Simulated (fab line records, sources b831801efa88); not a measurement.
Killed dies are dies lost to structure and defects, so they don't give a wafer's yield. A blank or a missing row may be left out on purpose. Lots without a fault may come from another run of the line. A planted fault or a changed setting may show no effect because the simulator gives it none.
A sampling plan put to the test | flow sfq_line | one fab line, 55 faults that these records tell of, each judged on the records of the lots that it struck
The plan is the line's own looks: the steps of the route at which a gauge or an inspection reads the wafer and doesn't change it. A look can be judged if struck wafers have a number there and the file gives its usual mean and standard deviation on fault-free wafers. Caught: at a look after the fault's first step, the mean of the struck wafers lies 4 or more of those standard deviations (sigma) from the usual mean. On the tool: the same test on the tool's own readings at the fault's steps. Another recipe on the struck wafers, or a record that is blank for them alone, also counts as caught.

THE FAULTS, as the simulator had put them in
1. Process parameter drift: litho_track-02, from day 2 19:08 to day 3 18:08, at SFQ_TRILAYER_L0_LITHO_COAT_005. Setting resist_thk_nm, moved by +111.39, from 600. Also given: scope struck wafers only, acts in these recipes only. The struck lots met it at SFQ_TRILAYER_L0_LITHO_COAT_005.
2. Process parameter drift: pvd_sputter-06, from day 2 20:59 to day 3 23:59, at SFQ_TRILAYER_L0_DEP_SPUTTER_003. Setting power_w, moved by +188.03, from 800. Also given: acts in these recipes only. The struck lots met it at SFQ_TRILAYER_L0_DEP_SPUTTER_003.
3. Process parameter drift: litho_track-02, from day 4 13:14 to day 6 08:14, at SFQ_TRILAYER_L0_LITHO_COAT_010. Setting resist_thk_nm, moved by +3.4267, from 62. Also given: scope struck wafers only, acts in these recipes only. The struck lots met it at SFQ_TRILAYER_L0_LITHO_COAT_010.
4. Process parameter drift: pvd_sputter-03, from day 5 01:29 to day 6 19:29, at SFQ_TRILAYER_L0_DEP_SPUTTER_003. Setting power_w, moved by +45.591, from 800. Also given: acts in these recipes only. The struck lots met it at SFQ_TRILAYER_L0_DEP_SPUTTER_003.
5. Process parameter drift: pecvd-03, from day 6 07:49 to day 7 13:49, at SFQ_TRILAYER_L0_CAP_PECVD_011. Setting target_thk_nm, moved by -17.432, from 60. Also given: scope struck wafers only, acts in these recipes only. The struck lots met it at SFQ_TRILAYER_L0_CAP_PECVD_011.
6. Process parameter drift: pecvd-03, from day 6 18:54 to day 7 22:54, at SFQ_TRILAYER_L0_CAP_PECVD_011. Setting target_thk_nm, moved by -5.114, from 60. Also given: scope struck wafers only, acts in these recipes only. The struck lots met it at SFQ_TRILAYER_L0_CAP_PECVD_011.
7. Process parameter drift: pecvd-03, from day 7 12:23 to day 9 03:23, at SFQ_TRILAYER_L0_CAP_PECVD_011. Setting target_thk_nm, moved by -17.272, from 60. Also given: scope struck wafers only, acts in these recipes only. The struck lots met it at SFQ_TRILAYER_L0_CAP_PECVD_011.
8. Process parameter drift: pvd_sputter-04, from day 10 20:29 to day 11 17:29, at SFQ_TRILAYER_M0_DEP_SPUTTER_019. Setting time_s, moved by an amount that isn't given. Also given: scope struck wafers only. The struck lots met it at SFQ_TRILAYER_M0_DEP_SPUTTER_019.
9. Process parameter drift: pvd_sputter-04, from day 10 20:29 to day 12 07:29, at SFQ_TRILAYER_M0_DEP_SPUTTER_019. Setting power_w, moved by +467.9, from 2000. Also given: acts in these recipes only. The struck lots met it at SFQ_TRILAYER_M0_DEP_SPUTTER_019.
10. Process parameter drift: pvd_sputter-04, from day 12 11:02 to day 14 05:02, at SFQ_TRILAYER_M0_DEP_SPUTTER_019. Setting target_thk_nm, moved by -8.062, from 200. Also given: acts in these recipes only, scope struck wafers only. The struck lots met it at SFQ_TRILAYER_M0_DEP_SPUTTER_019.
11. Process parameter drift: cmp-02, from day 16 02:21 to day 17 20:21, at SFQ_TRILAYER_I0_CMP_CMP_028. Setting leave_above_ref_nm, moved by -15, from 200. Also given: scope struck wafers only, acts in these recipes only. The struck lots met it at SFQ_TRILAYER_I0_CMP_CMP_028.
12. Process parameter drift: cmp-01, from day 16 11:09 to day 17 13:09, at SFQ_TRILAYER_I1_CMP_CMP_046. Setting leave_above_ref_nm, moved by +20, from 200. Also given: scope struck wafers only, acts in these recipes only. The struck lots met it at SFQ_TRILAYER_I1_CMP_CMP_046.
13. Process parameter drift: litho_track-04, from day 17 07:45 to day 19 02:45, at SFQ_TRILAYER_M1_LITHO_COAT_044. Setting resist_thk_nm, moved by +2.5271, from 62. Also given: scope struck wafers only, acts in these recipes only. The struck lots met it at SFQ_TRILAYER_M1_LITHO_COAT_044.
14. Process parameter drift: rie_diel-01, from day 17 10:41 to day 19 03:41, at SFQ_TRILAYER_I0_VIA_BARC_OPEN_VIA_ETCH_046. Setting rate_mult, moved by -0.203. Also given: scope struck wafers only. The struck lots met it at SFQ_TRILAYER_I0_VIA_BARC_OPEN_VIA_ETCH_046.
15. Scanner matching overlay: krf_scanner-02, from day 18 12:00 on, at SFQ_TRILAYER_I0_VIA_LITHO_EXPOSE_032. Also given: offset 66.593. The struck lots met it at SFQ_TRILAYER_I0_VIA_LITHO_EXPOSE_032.
16. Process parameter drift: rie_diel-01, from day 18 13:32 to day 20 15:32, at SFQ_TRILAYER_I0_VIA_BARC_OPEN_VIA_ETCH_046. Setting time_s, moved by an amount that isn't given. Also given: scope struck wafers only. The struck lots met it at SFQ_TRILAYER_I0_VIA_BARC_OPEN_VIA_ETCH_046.
17. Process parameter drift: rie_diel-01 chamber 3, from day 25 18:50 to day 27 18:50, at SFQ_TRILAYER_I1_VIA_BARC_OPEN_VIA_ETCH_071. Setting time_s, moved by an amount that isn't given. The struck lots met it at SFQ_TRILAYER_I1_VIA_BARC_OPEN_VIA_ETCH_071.
18. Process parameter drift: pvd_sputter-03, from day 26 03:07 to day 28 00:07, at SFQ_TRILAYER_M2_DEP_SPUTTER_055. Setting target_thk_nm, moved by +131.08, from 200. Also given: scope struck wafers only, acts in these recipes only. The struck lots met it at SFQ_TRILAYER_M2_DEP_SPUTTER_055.
19. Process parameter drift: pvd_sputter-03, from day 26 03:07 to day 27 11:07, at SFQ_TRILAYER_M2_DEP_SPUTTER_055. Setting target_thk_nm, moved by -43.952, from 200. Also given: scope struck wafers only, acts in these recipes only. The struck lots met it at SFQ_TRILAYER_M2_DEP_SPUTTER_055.
20. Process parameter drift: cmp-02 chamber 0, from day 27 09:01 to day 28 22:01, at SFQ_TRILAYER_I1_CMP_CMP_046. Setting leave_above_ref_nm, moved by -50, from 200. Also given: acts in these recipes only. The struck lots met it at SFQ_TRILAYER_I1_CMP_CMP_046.
21. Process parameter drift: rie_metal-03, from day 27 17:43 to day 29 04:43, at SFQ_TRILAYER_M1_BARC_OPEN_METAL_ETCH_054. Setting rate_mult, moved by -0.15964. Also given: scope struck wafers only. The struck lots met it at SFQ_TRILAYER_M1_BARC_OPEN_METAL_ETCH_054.
22. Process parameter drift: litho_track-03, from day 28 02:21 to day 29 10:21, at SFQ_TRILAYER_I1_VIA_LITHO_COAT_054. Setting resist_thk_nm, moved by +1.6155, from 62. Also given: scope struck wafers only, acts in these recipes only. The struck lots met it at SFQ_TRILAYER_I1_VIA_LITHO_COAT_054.
23. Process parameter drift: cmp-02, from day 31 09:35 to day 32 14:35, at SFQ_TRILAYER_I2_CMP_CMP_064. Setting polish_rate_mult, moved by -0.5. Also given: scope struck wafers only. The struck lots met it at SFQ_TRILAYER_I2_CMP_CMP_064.
24. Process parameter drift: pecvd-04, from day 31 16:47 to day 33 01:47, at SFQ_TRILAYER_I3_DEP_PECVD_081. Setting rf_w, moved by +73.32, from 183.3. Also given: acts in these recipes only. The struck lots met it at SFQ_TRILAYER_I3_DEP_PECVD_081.
25. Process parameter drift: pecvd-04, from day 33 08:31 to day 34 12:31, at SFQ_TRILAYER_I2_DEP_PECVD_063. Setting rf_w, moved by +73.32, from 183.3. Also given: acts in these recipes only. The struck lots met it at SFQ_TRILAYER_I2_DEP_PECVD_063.
26. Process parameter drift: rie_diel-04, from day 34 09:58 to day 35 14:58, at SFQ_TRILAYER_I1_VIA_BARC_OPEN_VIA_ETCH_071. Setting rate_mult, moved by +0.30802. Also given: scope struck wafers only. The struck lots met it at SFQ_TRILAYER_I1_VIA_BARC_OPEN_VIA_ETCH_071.
27. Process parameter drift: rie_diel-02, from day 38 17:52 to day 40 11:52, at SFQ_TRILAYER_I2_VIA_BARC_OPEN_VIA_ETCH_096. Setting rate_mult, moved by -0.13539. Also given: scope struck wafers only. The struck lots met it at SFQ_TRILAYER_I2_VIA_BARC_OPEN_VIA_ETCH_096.
28. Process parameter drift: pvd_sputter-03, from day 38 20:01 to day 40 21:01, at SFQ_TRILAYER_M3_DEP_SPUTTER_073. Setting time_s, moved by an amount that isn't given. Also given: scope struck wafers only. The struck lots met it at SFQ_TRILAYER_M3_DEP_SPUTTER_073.
29. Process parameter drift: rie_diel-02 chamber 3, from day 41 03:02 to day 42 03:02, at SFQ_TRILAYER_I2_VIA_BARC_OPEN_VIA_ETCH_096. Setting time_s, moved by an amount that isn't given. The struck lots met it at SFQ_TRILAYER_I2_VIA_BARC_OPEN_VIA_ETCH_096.
30. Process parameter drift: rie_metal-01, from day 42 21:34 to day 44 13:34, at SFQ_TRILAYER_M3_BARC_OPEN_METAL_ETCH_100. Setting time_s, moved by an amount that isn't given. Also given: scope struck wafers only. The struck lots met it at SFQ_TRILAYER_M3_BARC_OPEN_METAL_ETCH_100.
31. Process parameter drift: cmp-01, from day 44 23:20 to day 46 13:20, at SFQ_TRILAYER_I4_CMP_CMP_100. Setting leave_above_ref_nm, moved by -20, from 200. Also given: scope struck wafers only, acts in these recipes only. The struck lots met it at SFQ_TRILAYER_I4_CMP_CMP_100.
32. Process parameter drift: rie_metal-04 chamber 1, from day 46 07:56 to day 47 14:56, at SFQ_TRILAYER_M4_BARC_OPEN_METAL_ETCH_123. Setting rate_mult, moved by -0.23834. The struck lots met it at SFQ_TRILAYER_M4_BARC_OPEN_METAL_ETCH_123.
33. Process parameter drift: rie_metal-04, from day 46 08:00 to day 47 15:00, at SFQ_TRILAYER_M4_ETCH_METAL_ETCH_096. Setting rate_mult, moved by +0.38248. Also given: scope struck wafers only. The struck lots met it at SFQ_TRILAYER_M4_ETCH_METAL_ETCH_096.
34. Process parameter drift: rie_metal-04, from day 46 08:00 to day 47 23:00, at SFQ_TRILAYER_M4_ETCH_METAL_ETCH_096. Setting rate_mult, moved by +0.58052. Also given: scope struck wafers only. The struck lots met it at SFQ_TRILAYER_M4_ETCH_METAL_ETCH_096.
35. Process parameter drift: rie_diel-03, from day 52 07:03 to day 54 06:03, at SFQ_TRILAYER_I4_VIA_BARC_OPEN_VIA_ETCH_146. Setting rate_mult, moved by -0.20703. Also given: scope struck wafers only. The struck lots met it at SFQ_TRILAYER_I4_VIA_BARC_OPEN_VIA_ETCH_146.
36. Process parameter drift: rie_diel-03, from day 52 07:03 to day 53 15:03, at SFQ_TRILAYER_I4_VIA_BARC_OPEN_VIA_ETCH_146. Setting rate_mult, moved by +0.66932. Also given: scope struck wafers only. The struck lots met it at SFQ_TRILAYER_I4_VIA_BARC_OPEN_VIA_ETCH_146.
37. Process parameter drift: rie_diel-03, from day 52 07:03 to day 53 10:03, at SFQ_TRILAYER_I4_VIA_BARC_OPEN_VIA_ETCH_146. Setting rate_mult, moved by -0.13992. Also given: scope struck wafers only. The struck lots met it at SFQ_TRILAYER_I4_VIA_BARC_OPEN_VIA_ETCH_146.
38. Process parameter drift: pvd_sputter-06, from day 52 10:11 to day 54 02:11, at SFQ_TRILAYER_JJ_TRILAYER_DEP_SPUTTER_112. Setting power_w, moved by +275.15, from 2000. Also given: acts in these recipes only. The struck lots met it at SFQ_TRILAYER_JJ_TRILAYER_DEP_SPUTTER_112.
39. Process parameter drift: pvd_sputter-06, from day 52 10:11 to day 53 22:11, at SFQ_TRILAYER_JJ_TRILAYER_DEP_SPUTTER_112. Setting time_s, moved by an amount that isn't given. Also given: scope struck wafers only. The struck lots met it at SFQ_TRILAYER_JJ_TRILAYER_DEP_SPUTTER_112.
40. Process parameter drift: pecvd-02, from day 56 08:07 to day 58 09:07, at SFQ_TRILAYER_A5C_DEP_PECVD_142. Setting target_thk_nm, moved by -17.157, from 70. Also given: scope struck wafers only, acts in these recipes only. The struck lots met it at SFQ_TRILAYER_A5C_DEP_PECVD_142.
41. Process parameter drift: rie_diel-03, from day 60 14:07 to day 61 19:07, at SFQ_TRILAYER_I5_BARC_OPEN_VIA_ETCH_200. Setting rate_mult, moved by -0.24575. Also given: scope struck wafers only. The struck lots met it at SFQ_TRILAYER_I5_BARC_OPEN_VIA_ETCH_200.
42. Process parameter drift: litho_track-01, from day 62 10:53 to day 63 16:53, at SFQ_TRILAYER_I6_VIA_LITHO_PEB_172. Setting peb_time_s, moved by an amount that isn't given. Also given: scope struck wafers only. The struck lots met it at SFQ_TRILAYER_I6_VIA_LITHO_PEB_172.
43. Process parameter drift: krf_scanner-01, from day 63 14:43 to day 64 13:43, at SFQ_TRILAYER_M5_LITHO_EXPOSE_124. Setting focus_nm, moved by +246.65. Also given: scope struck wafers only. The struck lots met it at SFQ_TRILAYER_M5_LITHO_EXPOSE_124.
44. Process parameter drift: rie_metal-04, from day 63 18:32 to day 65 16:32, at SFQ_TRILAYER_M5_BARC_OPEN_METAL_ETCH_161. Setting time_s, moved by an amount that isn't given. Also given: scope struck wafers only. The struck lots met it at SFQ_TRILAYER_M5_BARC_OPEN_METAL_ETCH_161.
45. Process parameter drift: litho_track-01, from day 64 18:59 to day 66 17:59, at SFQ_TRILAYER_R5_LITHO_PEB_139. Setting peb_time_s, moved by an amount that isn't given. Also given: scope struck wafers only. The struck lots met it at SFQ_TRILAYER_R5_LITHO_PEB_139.
46. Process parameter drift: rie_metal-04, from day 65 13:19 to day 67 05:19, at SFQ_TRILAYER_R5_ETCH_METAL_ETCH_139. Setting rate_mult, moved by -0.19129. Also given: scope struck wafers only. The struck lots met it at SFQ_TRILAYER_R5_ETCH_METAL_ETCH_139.
47. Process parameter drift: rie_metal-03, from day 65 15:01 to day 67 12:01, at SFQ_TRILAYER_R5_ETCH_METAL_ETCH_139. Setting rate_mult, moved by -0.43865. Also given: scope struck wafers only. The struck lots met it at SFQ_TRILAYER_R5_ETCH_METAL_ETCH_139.
48. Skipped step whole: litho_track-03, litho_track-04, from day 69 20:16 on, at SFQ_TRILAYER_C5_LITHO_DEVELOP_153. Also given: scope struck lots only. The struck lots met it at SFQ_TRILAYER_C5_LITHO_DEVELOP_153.
49. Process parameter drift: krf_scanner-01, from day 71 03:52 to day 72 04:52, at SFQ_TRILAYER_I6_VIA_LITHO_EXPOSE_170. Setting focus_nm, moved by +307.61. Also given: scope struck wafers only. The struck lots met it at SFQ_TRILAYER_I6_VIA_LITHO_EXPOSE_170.
50. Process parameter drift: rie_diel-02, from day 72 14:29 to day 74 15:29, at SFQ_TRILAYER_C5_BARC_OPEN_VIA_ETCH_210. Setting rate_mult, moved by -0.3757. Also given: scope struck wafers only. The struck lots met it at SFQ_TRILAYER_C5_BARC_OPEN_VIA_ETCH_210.
51. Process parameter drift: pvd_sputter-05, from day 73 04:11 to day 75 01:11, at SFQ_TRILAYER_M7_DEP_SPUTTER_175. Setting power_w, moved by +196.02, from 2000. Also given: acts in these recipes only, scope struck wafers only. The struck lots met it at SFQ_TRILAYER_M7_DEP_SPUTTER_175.
52. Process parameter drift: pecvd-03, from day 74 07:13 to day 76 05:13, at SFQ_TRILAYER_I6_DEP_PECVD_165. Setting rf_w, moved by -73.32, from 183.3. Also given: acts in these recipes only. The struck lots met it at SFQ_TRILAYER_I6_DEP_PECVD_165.
53. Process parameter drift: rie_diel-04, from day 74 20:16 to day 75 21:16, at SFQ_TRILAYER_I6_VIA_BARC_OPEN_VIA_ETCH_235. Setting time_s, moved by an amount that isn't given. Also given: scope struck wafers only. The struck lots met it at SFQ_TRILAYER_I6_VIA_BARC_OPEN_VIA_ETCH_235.
54. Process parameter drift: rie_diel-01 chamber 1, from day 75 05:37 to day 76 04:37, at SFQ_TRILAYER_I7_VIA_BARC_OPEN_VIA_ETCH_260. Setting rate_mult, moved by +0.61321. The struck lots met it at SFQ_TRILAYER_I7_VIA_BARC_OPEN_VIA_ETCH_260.
55. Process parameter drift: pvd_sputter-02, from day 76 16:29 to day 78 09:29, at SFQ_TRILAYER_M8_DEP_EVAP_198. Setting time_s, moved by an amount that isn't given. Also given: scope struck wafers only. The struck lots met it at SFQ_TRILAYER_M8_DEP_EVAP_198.

WHAT THE PLAN SAW
fault | on the tool itself                     | first look that catches it                      | reading, sigma                                       | median hours from its first step to that look | hours from the fault's start to the first struck lot there | judged looks passed uncaught
1     | no reading that can be judged          | no look after it can be judged                  | -                                                    | -                                             | -                                                          | 0
2     | cathode_dc_power_W +99 or beyond sigma | SFQ_L0_RS_MEAS_901                              | L0_MONX_KI_RS -15                                    | 0.1                                           | 3                                                          | 0
3     | under 2 sigma                          | no look after it can be judged                  | -                                                    | -                                             | -                                                          | 0
4     | cathode_dc_power_W +99 or beyond sigma | none of the 2 looks that can be judged after it | strongest: L0_MONX_KI_RS at SFQ_L0_RS_MEAS_901, -3.9 | -                                             | -                                                          | 2
5     | under 2 sigma                          | none of the 2 looks that can be judged after it | -                                                    | -                                             | -                                                          | 2
6     | under 2 sigma                          | none of the 2 looks that can be judged after it | -                                                    | -                                             | -                                                          | 2
7     | under 2 sigma                          | not the one look that can be judged after it    | -                                                    | -                                             | -                                                          | 1
8     | under 2 sigma                          | SFQ_M0_RS_MEAS_904                              | M0_NB_RS -26                                         | 0.2                                           | 4                                                          | 0
9     | cathode_dc_power_W +99 or beyond sigma | SFQ_M0_RS_MEAS_904                              | M0_NB_RS -13                                         | 0.1                                           | 4                                                          | 0
10    | under 2 sigma                          | none of the 5 looks that can be judged after it | -                                                    | -                                             | -                                                          | 5
11    | under 2 sigma                          | not the one look that can be judged after it    | -                                                    | -                                             | -                                                          | 1
12    | under 2 sigma                          | none of the 2 looks that can be judged after it | -                                                    | -                                             | -                                                          | 2
13    | under 2 sigma                          | not the one look that can be judged after it    | -                                                    | -                                             | -                                                          | 1
14    | under 2 sigma                          | no look after it can be judged                  | -                                                    | -                                             | -                                                          | 0
15    | no reading that can be judged          | SFQ_I0_OVL_MEAS_908                             | I0_OVL +13                                           | 1.3                                           | 11                                                         | 0
16    | run_length_s +20 sigma                 | no look after it can be judged                  | -                                                    | -                                             | -                                                          | 0
17    | run_length_s +7.0 sigma                | no look after it can be judged                  | -                                                    | -                                             | -                                                          | 0
18    | under 2 sigma                          | SFQ_M2_RS_MEAS_914                              | M2_NB_RS -35                                         | 0.1                                           | 13                                                         | 0
19    | under 2 sigma                          | SFQ_M2_RS_MEAS_914                              | M2_NB_RS +24                                         | 0.1                                           | 13                                                         | 0
20    | time_to_endpoint_s +4.3 sigma          | not the one look that can be judged after it    | -                                                    | -                                             | -                                                          | 1
21    | under 2 sigma                          | no look after it can be judged                  | -                                                    | -                                             | -                                                          | 0
22    | no reading that can be judged          | not the one look that can be judged after it    | -                                                    | -                                             | -                                                          | 1
23    | time_to_endpoint_s +8.4 sigma          | not the one look that can be judged after it    | -                                                    | -                                             | -                                                          | 1
24    | rf_fwd_power_W +99 or beyond sigma     | not the one look that can be judged after it    | -                                                    | -                                             | -                                                          | 1
25    | rf_fwd_power_W +99 or beyond sigma     | no look after it can be judged                  | -                                                    | -                                             | -                                                          | 0
26    | under 2 sigma                          | no look after it can be judged                  | -                                                    | -                                             | -                                                          | 0
27    | under 2 sigma                          | no look after it can be judged                  | -                                                    | -                                             | -                                                          | 0
28    | under 2 sigma                          | SFQ_M3_RS_MEAS_919                              | M3_NB_RS +6.4                                        | 0.1                                           | 15                                                         | 0
29    | run_length_s +12 sigma                 | no look after it can be judged                  | -                                                    | -                                             | -                                                          | 0
30    | oes_product_au +9.1 sigma              | no look after it can be judged                  | -                                                    | -                                             | -                                                          | 0
31    | under 2 sigma                          | none of the 2 looks that can be judged after it | -                                                    | -                                             | -                                                          | 2
32    | under 2 sigma                          | no look after it can be judged                  | -                                                    | -                                             | -                                                          | 0
33    | under 2 sigma                          | no look after it can be judged                  | -                                                    | -                                             | -                                                          | 0
34    | under 2 sigma                          | no look after it can be judged                  | -                                                    | -                                             | -                                                          | 0
35    | under 2 sigma                          | no look after it can be judged                  | -                                                    | -                                             | -                                                          | 0
36    | under 2 sigma                          | no look after it can be judged                  | -                                                    | -                                             | -                                                          | 0
37    | under 2 sigma                          | no look after it can be judged                  | -                                                    | -                                             | -                                                          | 0
38    | cathode_dc_power_W +99 or beyond sigma | SFQ_JJ_RS_MEAS_929                              | JJ_NB_RS -11                                         | 0.1                                           | 15                                                         | 0
39    | under 2 sigma                          | SFQ_JJ_RS_MEAS_929                              | JJ_NB_RS -15                                         | 0.1                                           | 15                                                         | 0
40    | under 2 sigma                          | not the one look that can be judged after it    | -                                                    | -                                             | -                                                          | 1
41    | under 2 sigma                          | no look after it can be judged                  | -                                                    | -                                             | -                                                          | 0
42    | under 2 sigma                          | not the one look that can be judged after it    | -                                                    | -                                             | -                                                          | 1
43    | no reading that can be judged          | not the one look that can be judged after it    | -                                                    | -                                             | -                                                          | 1
44    | run_length_s +25 sigma                 | no look after it can be judged                  | -                                                    | -                                             | -                                                          | 0
45    | under 2 sigma                          | not the one look that can be judged after it    | -                                                    | -                                             | -                                                          | 1
46    | oes_product_au -19 sigma               | none of the 4 looks that can be judged after it | -                                                    | -                                             | -                                                          | 4
47    | oes_product_au -44 sigma               | none of the 4 looks that can be judged after it | -                                                    | -                                             | -                                                          | 4
48    | no reading that can be judged          | no look after it can be judged                  | -                                                    | -                                             | -                                                          | 0
49    | under 2 sigma                          | not the one look that can be judged after it    | -                                                    | -                                             | -                                                          | 1
50    | under 2 sigma                          | no look after it can be judged                  | -                                                    | -                                             | -                                                          | 0
51    | cathode_dc_power_W +99 or beyond sigma | SFQ_M7_RS_MEAS_943                              | M7_NB_RS -8.5                                        | 0.1                                           | 25                                                         | 0
52    | rf_fwd_power_W -99 or beyond sigma     | no look after it can be judged                  | -                                                    | -                                             | -                                                          | 0
53    | run_length_s +7.3 sigma                | no look after it can be judged                  | -                                                    | -                                             | -                                                          | 0
54    | under 2 sigma                          | no look after it can be judged                  | -                                                    | -                                             | -                                                          | 0
55    | no reading that can be judged          | no look after it can be judged                  | -                                                    | -                                             | -                                                          | 0
A dash: the fault isn't caught, or these records don't give the number.

Caught at a look: 10 of 55. Caught on the tool: 18 of 55. By one or the other: 24 of 55.
Caught on the tool alone: faults 4, 16, 17, 20, 23, 24, 25, 29, 30, 44, 46, 47, 52, 53.
Caught at a look alone: faults 8, 15, 18, 19, 28, 39.
Caught by neither: faults 1, 3, 5, 6, 7, 10, 11, 12, 13, 14, 21, 22, 26, 27, 31, 32, 33, 34, 35, 36, 37, 40, 41, 42, 43, 45, 48, 49, 50, 54, 55.

THINNER SAMPLING
If the look that catches a fault measured only every second or every third lot, by lot number, the first struck lot would be measured this late in the worst case:
fault | struck lots at that look, in order of time | every lot | every second lot | every third lot
2     | L631, L632                                 | 3 h       | 8 h              | may miss all 2
8     | L493, L494                                 | 4 h       | 9 h              | may miss all 2
9     | L558, L559                                 | 4 h       | 9 h              | may miss all 2
15    | L408, L409, L410                           | 11 h      | 16 h             | 23 h
18    | L458, L459                                 | 13 h      | 24 h             | may miss all 2
19    | L478, L479                                 | 13 h      | 24 h             | may miss all 2
28    | L934, L935, L936                           | 15 h      | 28 h             | 30 h
38    | L824, L825                                 | 15 h      | 22 h             | may miss all 2
39    | L883, L884                                 | 15 h      | 22 h             | may miss all 2
51    | L643, L645                                 | 25 h      | may miss all 2   | may miss all 2
Hours are from the fault's start to the first struck lot that is measured. The limit of 4 sigma was tested on all struck wafers together, so one lot alone may lie under it. Other struck lots may not be in these records.

THE LONGEST TIMED WAY FROM STEP TO LOOK
Fault 15: a median of 1.3 hours passes between SFQ_TRILAYER_I0_VIA_LITHO_EXPOSE_032 and SFQ_I0_OVL_MEAS_908. No look between them can be judged.
